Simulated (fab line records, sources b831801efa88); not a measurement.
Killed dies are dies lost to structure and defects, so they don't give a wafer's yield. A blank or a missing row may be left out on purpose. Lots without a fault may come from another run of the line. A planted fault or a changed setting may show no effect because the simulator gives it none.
Which tool did it? | flow sky130 | 6 lots, 18 wafers sampled, at 3 steps of a route of 708

WHAT THE GAUGES READ, wafer by wafer
SKY_VT_ADJUST_LVTN_TW_MEAS_10.
lot  | measured     | on            | VT_ADJUST_LVTN_TW
L605 | day 7 06:04  | film_metro-02 | 240 241 240
L607 | day 7 18:17  | film_metro-04 | 239 239 240
L611 | day 8 17:59  | film_metro-03 | 246 247 245
L614 | day 9 12:53  | film_metro-03 | 246 249 248
L620 | day 11 07:16 | film_metro-02 | 30 30 30
L625 | day 12 17:03 | film_metro-03 | 245 245 246

WHICH TOOL RAN EACH LOT (tool, then ch and the chambers of the sampled wafers, then the start)
lot  | SKY_VT_ADJUST_HVTP_STRIP_10          | SKY_VT_ADJUST_LVTN_STRIP_09
L605 | plasma_asher-02 ch 0,1, day 6 11:02  | plasma_asher-01 ch 0,1, day 7 05:59
L607 | plasma_asher-04 ch 0,1, day 6 22:46  | plasma_asher-03 ch 0,1, day 7 18:08
L611 | plasma_asher-01 ch 0,1, day 7 22:08  | plasma_asher-02 ch 0,1, day 8 17:53
L614 | plasma_asher-04 ch 0,1, day 8 15:55  | plasma_asher-02 ch 0,1, day 9 12:47
L620 | plasma_asher-01 ch 0,1, day 10 08:58 | plasma_asher-02 ch 0,1, day 11 07:10
L625 | plasma_asher-04 ch 1, day 11 15:22   | plasma_asher-03 ch 0,1, day 12 16:57
- SKY_VT_ADJUST_HVTP_STRIP_10: strips in O2/N2.
- SKY_VT_ADJUST_LVTN_STRIP_09: strips in O2/N2.

THE ANSWER, worked out from the rows above alone
Rule: what is usual is taken from the lots themselves. Put in order of their means at a reading, lots are off if they are a third of the lots or fewer, leave a main group of 4 or more, and stand apart from it by a gap of 3 or more times the standard deviation of the main group's means; of several such gaps the widest counts. A main group whose means are all the same, to the digits that the tables above print for the reading, isn't used. A lot without any number at a reading at which 4 lots or more have one is off too. The other lots that the step has rows for count as sound.
Off: L620, at SKY_VT_ADJUST_LVTN_TW_MEAS_10 (VT_ADJUST_LVTN_TW). The main group: mean 244, standard deviation 3.3.
A tool fits if, at a process step before that reading, it ran every lot that is off, and no sound lot after the first of them. The gauges at SKY_VT_ADJUST_LVTN_TW_MEAS_10 are tried like those tools. Can't be told from this: 3 tools fit, plasma_asher-01 at SKY_VT_ADJUST_HVTP_STRIP_10, plasma_asher-02 at SKY_VT_ADJUST_LVTN_STRIP_09, film_metro-02 at SKY_VT_ADJUST_LVTN_TW_MEAS_10.

WHAT THE SIMULATOR HAD PUT IN
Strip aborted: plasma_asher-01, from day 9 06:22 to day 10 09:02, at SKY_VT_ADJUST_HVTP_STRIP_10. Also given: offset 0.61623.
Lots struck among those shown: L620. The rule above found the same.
